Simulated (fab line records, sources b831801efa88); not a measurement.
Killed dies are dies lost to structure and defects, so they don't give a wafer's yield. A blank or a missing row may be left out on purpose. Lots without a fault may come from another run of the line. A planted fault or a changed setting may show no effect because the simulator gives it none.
Chamber matching | flow sky130 | SKY_LI_CONTACT_CMP_02 on cmp-01: 4 sister chambers
The step polishes PSG. 8 wafers are shown with their chamber, then 7 later ones without.

WAFERS WITH THEIR CHAMBER
wafer  | chamber | motor_current_A (A) | time_to_endpoint_s (s)
L605.5 | 3       | 11.1                | 35.2
L610.1 | 3       | 11.1                | 33.9
L611.2 | 2       | 10.7                | 33.9
L614.4 | 0       | 11.7                | 32.4
L614.5 | 0       | 11.5                | 34.2
L614.6 | 1       | 12.0                | 31.6
L619.3 | 2       | 11.1                | 33.7
L619.5 | 1       | 12.4                | 37.0

WAFERS WITHOUT THEIR CHAMBER
wafer  | motor_current_A (A) | time_to_endpoint_s (s)
L619.6 | 10.6                | 36.9
L620.3 | 10.4                | 35.5
L620.5 | 12.3                | 34.1
L620.6 | 11.0                | 35.6
L625.1 | 12.2                | 32.6
L625.4 | 11.0                | 34.5
L625.5 | 11.4                | 33.4

WHICH CHAMBER EACH WENT THROUGH
wafer  | from the rows above          | in truth
L619.6 | can't be placed: 2 or 3      | 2
L620.3 | can't be placed: 2 or 3      | 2
L620.5 | 1                            | 1
L620.6 | can't be placed: 3 or 2      | 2
L625.1 | 1                            | 1
L625.4 | can't be placed: 3 or 2      | 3
L625.5 | can't be placed: 0 or 3 or 2 | 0
Placed correctly: 2 of 7. Can't be placed from these rows: 5 (the true chamber is among the candidates in 5). Placed wrongly: 0.
How it was worked out, from the rows above alone: a wafer's distance from a chamber is the root of the sum, over the readings, of the square of ((its reading less the chamber's mean) divided by the reading's scatter). The wafer belongs to the nearest chamber; if the next one is less than 2 further off, it can't be placed. A chamber's mean is the mean of its shown wafers. The scatter: the root of (the sum of the squares of (reading less its chamber's mean) over the shown wafers, divided by (wafers less chambers)).
